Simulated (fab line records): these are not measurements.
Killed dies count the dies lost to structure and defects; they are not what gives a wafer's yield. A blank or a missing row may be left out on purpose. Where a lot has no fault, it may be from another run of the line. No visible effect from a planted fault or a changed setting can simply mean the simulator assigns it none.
2 desks, one fault + flow gf180mcu + numbers are kept per desk, each desk with only its own; the story behind them comes last

## METROLOGY DESK
Lot by lot, what the gauges showed, no matter which tool ran the lot: averages of those sampled wafers that carry a number. Marked OUT: a lot whose mean sits more than 4 standard deviations from the usual mean, which makes it out of limits; the brackets give that distance.
Columns: A = V2_BOW at GF_V2_BOW_MEAS_05, usual 100 um; B = cd nm at GF_V2_CD_MEAS_14, usual 260.2 nm
| lot  | first seen here | A   | B                |
|------|-----------------|-----|------------------|
| L688 | day 19 16:01    | 97  | 260.3            |
| L689 | day 20 02:28    | 108 | 260.9            |
| L690 | day 20 02:46    | 96  | 262.4            |
| L694 | day 22 13:11    | 102 | 260.8            |
| L695 | day 22 21:51    | 91  | 258.7            |
| L696 | day 23 01:02    | 104 | 259.3            |
| L697 | day 23 10:52    | 99  | 259.9            |
| L698 | day 23 19:53    | 87  | 259.7            |
| L701 | day 24 21:25    | 107 | 260.7            |
| L704 | day 25 09:50    | 107 | 258.6            |
| L706 | day 25 15:22    | 103 | 254.0 (-5.7) OUT |
| L708 | day 26 12:41    | 99  | 255.4 (-4.3) OUT |
This desk finds L706, L708 out of limits, L706 being first, at day 26 12:34 (cd nm at GF_V2_CD_MEAS_14). In limits: L688, L689, L690, L694, L695, L696, L697, L698, L701, L704.

## FOR THE TOOL OWNER'S DESK: krf scanner-01
The tool's own readings at GF_V2_EXPOSE_11 (exposes mask Via2, target cd 260 nm): means of the sampled wafers that have a number, for each lot that ran on this tool. Marked OUT: a lot whose mean sits more than 4 standard deviations from the usual mean, which makes it out of limits; the brackets give that distance.
Columns: A = exposure dose mJ cm2 at GF_V2_EXPOSE_11, usual 37.99
| lot  | first seen here | A               |
|------|-----------------|-----------------|
| L688 | day 20 04:14    | 38.00           |
| L690 | day 20 15:19    | 38.01           |
| L694 | day 23 01:22    | 37.94           |
| L696 | day 23 13:19    | 37.99           |
| L704 | day 25 20:37    | 38.02           |
| L706 | day 26 02:25    | 36.74 (-30) OUT |
| L708 | day 26 22:52    | 37.00 (-24) OUT |
This desk finds L706, L708 out of limits, L706 being first, at day 26 02:25 (exposure dose mJ cm2 at GF_V2_EXPOSE_11). In limits: L688, L690, L694, L696, L704.

## BROUGHT TOGETHER
On L706, L708, at day 26 02:25, an alarm was possible from the tool owner's desk.
At day 26 12:34 the metrology desk could have sounded an alarm, on L706, L708.
GF_V2_EXPOSE_11 was run on krf scanner-01 by each of the lots named.

## WHAT THE SIMULATOR HAD INSERTED
Process parameters drifting: krf scanner-01 at GF_V2_EXPOSE_11, beginning at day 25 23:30. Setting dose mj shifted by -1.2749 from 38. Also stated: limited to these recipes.
Shown lots that were struck: L706, L708.
Time in hours from fault onset to the first out-of-limits reading at each desk: tool owner's desk 3, metrology desk 13.
